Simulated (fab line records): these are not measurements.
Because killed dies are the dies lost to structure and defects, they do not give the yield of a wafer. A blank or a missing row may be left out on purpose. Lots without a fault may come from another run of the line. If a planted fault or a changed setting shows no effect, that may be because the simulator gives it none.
The same fault as seen by 2 desks + flow gf180mcu + numbers are kept per desk, each desk with only its own; the story behind them comes last

## TOOL OWNER'S DESK, rie metal-03
The tool's own readings at GF_MIM_METAL_ETCH_19 (etches the open film in Cl2/BCl3, stops on Si3N4, target depth 324.5 nm, time 54.1 s): means of the sampled wafers that have a number, for each lot that ran on this tool. A lot is out of limits, marked OUT, if its mean lies more than 4 standard deviations from the usual mean; the brackets give that distance.
Columns: A = bias w at GF_MIM_METAL_ETCH_19, usual 140.0 W; B = drypump motor current A at GF_MIM_METAL_ETCH_19, usual 5.7 A; C = oes product au at GF_MIM_METAL_ETCH_19, usual 0.942 a.u.; D = throttle valve pct at GF_MIM_METAL_ETCH_19, usual 28.285 %
| lot  | first seen here | A     | B   | C                | D      |
|------|-----------------|-------|-----|------------------|--------|
| L835 | day 26 05:58    | 140.0 | 5.7 | 0.946            | 28.286 |
| L837 | day 26 21:07    | 140.1 | 5.6 | 0.938            | 28.287 |
| L839 | day 27 18:28    | 140.1 | 5.7 | 0.937            | 28.289 |
| L848 | day 30 06:44    | 139.4 | 5.7 | 0.924            | 28.320 |
| L851 | day 30 20:55    | 140.0 | 5.7 | 0.911 (-4.6) OUT | 28.314 |
This desk's finding: out of limits on L851; first on L851, day 30 20:55 (oes product au at GF_MIM_METAL_ETCH_19). L835, L837, L839, L848 stayed within limits.

## METROLOGY DESK
Means of the sampled wafers that have a number, per lot and without regard to the tool the lot ran on: this is what the gauges read. A lot is out of limits, marked OUT, if its mean lies more than 4 standard deviations from the usual mean; the brackets give that distance.
Columns: A = V4_W_THK at GF_V4_THK_MEAS_25, usual 355 nm
| lot  | first seen here | A   |
|------|-----------------|-----|
| L834 | day 24 19:59    | 353 |
| L835 | day 25 07:47    | 356 |
| L837 | day 25 22:51    | 349 |
| L839 | day 26 21:20    | 356 |
| L847 | day 29 07:05    | 356 |
| L848 | day 29 11:09    | 355 |
| L849 | day 29 14:40    | 350 |
| L851 | day 30 02:44    | 348 |
| L853 | day 30 22:48    | 348 |
| L855 | day 31 07:29    | 355 |
| L856 | day 31 12:42    | 354 |
Finding of this desk: none of the 11 lots has anything out of limits.

## PUT TOGETHER
The tool owner's desk could have raised an alarm at day 30 20:55, on L851.
From the metrology desk's view, nothing was out of limits.
The metrology desk holds a record of L851, inside its limits.
All the named lots went through GF_MIM_METAL_ETCH_19 on rie metal-03.

## WHAT THE SIMULATOR HAD PUT IN
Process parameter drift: rie metal-03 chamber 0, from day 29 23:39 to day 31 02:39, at GF_MIM_METAL_ETCH_19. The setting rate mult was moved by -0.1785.
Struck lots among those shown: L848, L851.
Delay in hours, fault start to first out-of-limits reading, by desk: the tool owner's desk at 21.
